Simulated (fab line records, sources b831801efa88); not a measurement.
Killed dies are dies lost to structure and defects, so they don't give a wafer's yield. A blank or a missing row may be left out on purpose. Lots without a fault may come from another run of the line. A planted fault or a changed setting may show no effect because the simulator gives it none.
Chamber matching | flow sky130 | SKY_LI_CONTACT_CMP_24 on cmp-01: 4 sister chambers
The step polishes, stops on PSG, t overpolish 20 s, target thk 0 nm. 7 wafers are shown with their chamber, then 7 later ones without.

WAFERS WITH THEIR CHAMBER
wafer  | chamber | time_to_endpoint_s (s) | motor_current_A (A)
L690.1 | 3       | 90                     | 11.3
L699.3 | 0       | 86                     | 12.0
L700.1 | 2       | 98                     | 11.2
L700.2 | 1       | 98                     | 11.4
L700.4 | 0       | 95                     | 10.8
L701.2 | 1       | 98                     | 11.0
L701.5 | 2       | 98                     | 11.7

WAFERS WITHOUT THEIR CHAMBER
wafer  | time_to_endpoint_s (s) | motor_current_A (A)
L701.6 | 104                    | 11.5
L702.1 | 100                    | 11.1
L702.2 | 105                    | 10.9
L702.4 | 92                     | 11.3
L703.2 | 97                     | 10.6
L703.3 | 100                    | 11.4
L703.4 | 94                     | 11.5

WHICH CHAMBER EACH WENT THROUGH
wafer  | from the rows above               | in truth
L701.6 | can't be placed: 2 or 1           | 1
L702.1 | can't be placed: 1 or 2           | 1
L702.2 | can't be placed: 1 or 2           | 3
L702.4 | can't be placed: 0 or 3 or 1 or 2 | 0
L703.2 | can't be placed: 1 or 2 or 0 or 3 | 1
L703.3 | can't be placed: 2 or 1           | 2
L703.4 | can't be placed: 0 or 2 or 3 or 1 | 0
Placed correctly: 0 of 7. Can't be placed from these rows: 7 (the true chamber is among the candidates in 6). Placed wrongly: 0.
How it was worked out, from the rows above alone: a wafer's distance from a chamber is the root of the sum, over the readings, of the square of ((its reading less the chamber's mean) divided by the reading's scatter). The wafer belongs to the nearest chamber; if the next one is less than 2 further off, it can't be placed. A chamber's mean is the mean of its shown wafers. The scatter: the root of (the sum of the squares of (reading less its chamber's mean) over the shown wafers, divided by (wafers less chambers)).
